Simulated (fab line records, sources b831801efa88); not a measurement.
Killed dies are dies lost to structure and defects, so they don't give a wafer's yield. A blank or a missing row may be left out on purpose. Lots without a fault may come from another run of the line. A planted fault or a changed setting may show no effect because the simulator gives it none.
One fault seen from 2 desks | flow sky130 | each desk has only its own numbers; what lay behind them comes last

THE METROLOGY DESK
What the gauges read, lot by lot, whatever tool the lot ran on: means of the sampled wafers that have a number. A lot is out of limits, marked OUT, if its mean lies more than 4 standard deviations from the usual mean; the brackets give that distance.
Columns: A = METAL3_OVL at SKY_METAL3_OVL_MEAS_14, usual 1 nm; B = VIA3_W_RS at SKY_VIA3_RS_MEAS_22, usual 0.2923 ohm/sq; C = VIA3_W_THK at SKY_VIA3_THK_MEAS_23, usual 405 nm
lot  | first seen here | A  | B                | C
L865 | day 38 15:14    | -5 | 0.2900           | 406
L866 | day 39 03:50    | 5  | 0.2929           | 407
L869 | day 39 23:20    | -2 | 0.2903           | 404
L868 | day 40 04:38    | 5  | 0.2902           | 411
L876 | day 42 09:32    | 5  | 0.2904           | 408
L880 | day 42 23:05    | -4 | 0.4546 (+65) OUT | 257 (-21) OUT
L881 | day 43 00:02    | 2  | 0.4470 (+62) OUT | 266 (-20) OUT
L882 | day 43 11:56    | 5  | 0.2915           | 411
L884 | day 43 21:29    | -3 | 0.2923           | 402
L885 | day 44 04:15    | -4 | 0.2951           | 394
This desk's finding: out of limits on L880, L881; first on L880, day 44 00:56 (VIA3_W_RS at SKY_VIA3_RS_MEAS_22). In limits: L865, L866, L869, L868, L876, L882, L884, L885.

THE TOOL OWNER'S DESK: cvd_w-02
The tool's own readings at SKY_VIA3_CVD_21 (deposits W, target thk 390 nm, time 117.31 s): means of the sampled wafers that have a number, for each lot that ran on this tool. A lot is out of limits, marked OUT, if its mean lies more than 4 standard deviations from the usual mean; the brackets give that distance.
Columns: A = heater_power_w at SKY_VIA3_CVD_21, usual 909 W
lot  | first seen here | A
L865 | day 39 17:58    | 841
L868 | day 41 06:49    | 846
L880 | day 44 00:48    | 883
L881 | day 44 01:44    | 866
This desk's finding: nothing out of limits on any of the 4 lots.

PUT TOGETHER
The metrology desk could have raised an alarm at day 44 00:56, on L880, L881.
The tool owner's desk saw nothing out of limits.
The tool owner's desk has L880, L881 on record, within its limits.
Of the lots named, all ran SKY_VIA3_CVD_21 on cvd_w-02.

WHAT THE SIMULATOR HAD PUT IN
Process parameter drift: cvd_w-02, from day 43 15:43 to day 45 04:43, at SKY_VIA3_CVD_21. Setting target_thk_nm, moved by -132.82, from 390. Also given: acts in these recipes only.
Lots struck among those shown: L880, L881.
Hours from the fault's start to each desk's first reading out of limits: the metrology desk, 9.
